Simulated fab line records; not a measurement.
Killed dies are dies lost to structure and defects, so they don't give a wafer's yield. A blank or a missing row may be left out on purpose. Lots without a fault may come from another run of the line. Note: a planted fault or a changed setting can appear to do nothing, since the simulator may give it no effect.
One fault seen from 2 desks | flow gf180mcu | what lay behind the numbers comes last; until then each desk has only its own

== FROM THE METROLOGY DESK ==
What the gauges read, lot by lot, whatever tool the lot ran on: means of the sampled wafers that have a number. A lot is out of limits, marked OUT, if its mean lies more than 4 standard deviations from the usual mean; the brackets give that distance.
Columns: A = HV_LDD_3_TW at GF_HV_LDD_TW_MEAS_38, usual 1448; B = cd nm at GF_HV_LDD_CD_MEAS_46, usual 400.2 nm; C = HV_LDD_03_OVL at GF_HV_LDD_OVL_MEAS_47, usual -1.0 nm
lot  | first seen here | A    | B     | C
L179 | day 14 00:54    | 1454 | 400.9 | -2.2
L181 | day 14 20:05    | 1440 | 402.3 | -1.3
L183 | day 15 06:48    | 1464 | 401.2 | 0.4
L185 | day 16 01:57    | 1457 | 396.5 | 0.2
L192 | day 18 05:02    | 1458 | 396.6 | -0.4
L194 | day 18 18:35    | 1438 | 400.1 | -1.3
This desk's finding: nothing out of limits on any of the 6 lots.

== DESK OF THE TOOL OWNER: implanter-01 ==
For each lot that ran on this tool, the mean over its sampled wafers that have a number, from the tool's own readings at GF_HV_LDD_IMPLANT_48. A lot is out of limits, marked OUT, if its mean lies more than 4 standard deviations from the usual mean; the brackets give that distance.
Columns: A = beam energy keV at GF_HV_LDD_IMPLANT_48, usual 24.999; B = dose ions cm2 at GF_HV_LDD_IMPLANT_48, usual 3e+13
lot  | first seen here | A      | B
L179 | day 14 21:15    | 24.987 | 3e+13
L183 | day 16 04:23    | 24.999 | 3e+13 (-19) OUT
L185 | day 16 23:45    | 25.006 | 3e+13 (-17) OUT
This desk's finding: out of limits on L183, L185; first on L183, day 16 04:23 (dose ions cm2 at GF_HV_LDD_IMPLANT_48). L179: within limits.

== TAKEN TOGETHER ==
On L183, L185, at day 16 04:23, an alarm was possible from the tool owner's desk.
The metrology desk saw nothing out of limits.
The metrology desk has L183, L185 on record, within its limits.
GF_HV_LDD_IMPLANT_48 was run on implanter-01 by each of the lots named.

== WHAT THE SIMULATOR HAD PUT IN ==
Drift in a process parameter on implanter-01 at GF_HV_LDD_IMPLANT_48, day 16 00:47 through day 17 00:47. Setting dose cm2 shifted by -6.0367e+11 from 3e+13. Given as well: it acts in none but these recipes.
Struck lots among those shown: L183, L185.
How many hours passed from the start of the fault until each desk's first out-of-limits reading: the tool owner's desk, 4.
